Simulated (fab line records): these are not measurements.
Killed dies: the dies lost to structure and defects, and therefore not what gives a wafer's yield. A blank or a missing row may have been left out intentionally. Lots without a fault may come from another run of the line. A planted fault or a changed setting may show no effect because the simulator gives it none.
Chamber matching :: flow gf180mcu :: GF_V1_CMP_04 on cmp-02 has 4 sister chambers
The step polishes SiO2. 7 wafers are shown with their chamber, then 7 later ones without.

== WAFERS PAIRED WITH THEIR CHAMBERS ==
wafer: L218.1
chamber: 2
motor_current_A (A): 14.3
time_to_endpoint_s (s): 72

wafer: L219.3
chamber: 1
motor_current_A (A): 12.2
time_to_endpoint_s (s): 79

wafer: L220.2
chamber: 1
motor_current_A (A): 12.0
time_to_endpoint_s (s): 83

wafer: L220.4
chamber: 3
motor_current_A (A): 12.2
time_to_endpoint_s (s): 83

wafer: L220.6
chamber: 0
motor_current_A (A): 11.3
time_to_endpoint_s (s): 90

wafer: L222.2
chamber: 0
motor_current_A (A): 11.2
time_to_endpoint_s (s): 80

wafer: L222.3
chamber: 3
motor_current_A (A): 12.4
time_to_endpoint_s (s): 79

== WAFERS MISSING THEIR CHAMBER ==
wafer: L222.6
motor_current_A (A): 11.6
time_to_endpoint_s (s): 81

wafer: L224.4
motor_current_A (A): 13.9
time_to_endpoint_s (s): 94

wafer: L224.5
motor_current_A (A): 12.1
time_to_endpoint_s (s): 84

wafer: L224.6
motor_current_A (A): 12.2
time_to_endpoint_s (s): 87

wafer: L236.2
motor_current_A (A): 11.7
time_to_endpoint_s (s): 76

wafer: L236.3
motor_current_A (A): 12.4
time_to_endpoint_s (s): 80

wafer: L236.6
motor_current_A (A): 11.9
time_to_endpoint_s (s): 86

== EACH ONE'S CHAMBER ==
wafer: L222.6
from the rows above: can't be placed: 0 or 1
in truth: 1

wafer: L224.4
from the rows above: 2
in truth: 2

wafer: L224.5
from the rows above: can't be placed: 1 or 3
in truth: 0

wafer: L224.6
from the rows above: can't be placed: 1 or 3
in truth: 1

wafer: L236.2
from the rows above: can't be placed: 1 or 0 or 3
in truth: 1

wafer: L236.3
from the rows above: can't be placed: 3 or 1
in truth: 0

wafer: L236.6
from the rows above: can't be placed: 1 or 3
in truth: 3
1 of 7 placed correctly. Unplaceable from these rows: 6, with the true chamber sitting among the candidates in 4. Placed wrongly: 0.
How it was worked out, from the rows above alone: a wafer's distance from a chamber is the root of the sum, over the readings, of the square of ((its reading less the chamber's mean) divided by the reading's scatter). The wafer belongs to the nearest chamber; if the next one is less than 2 further off, it can't be placed. A chamber's mean is the mean of its shown wafers. The scatter is the square root of a quotient: the sum, over the shown wafers, of each reading's squared deviation from its chamber's mean, divided by wafers minus chambers.
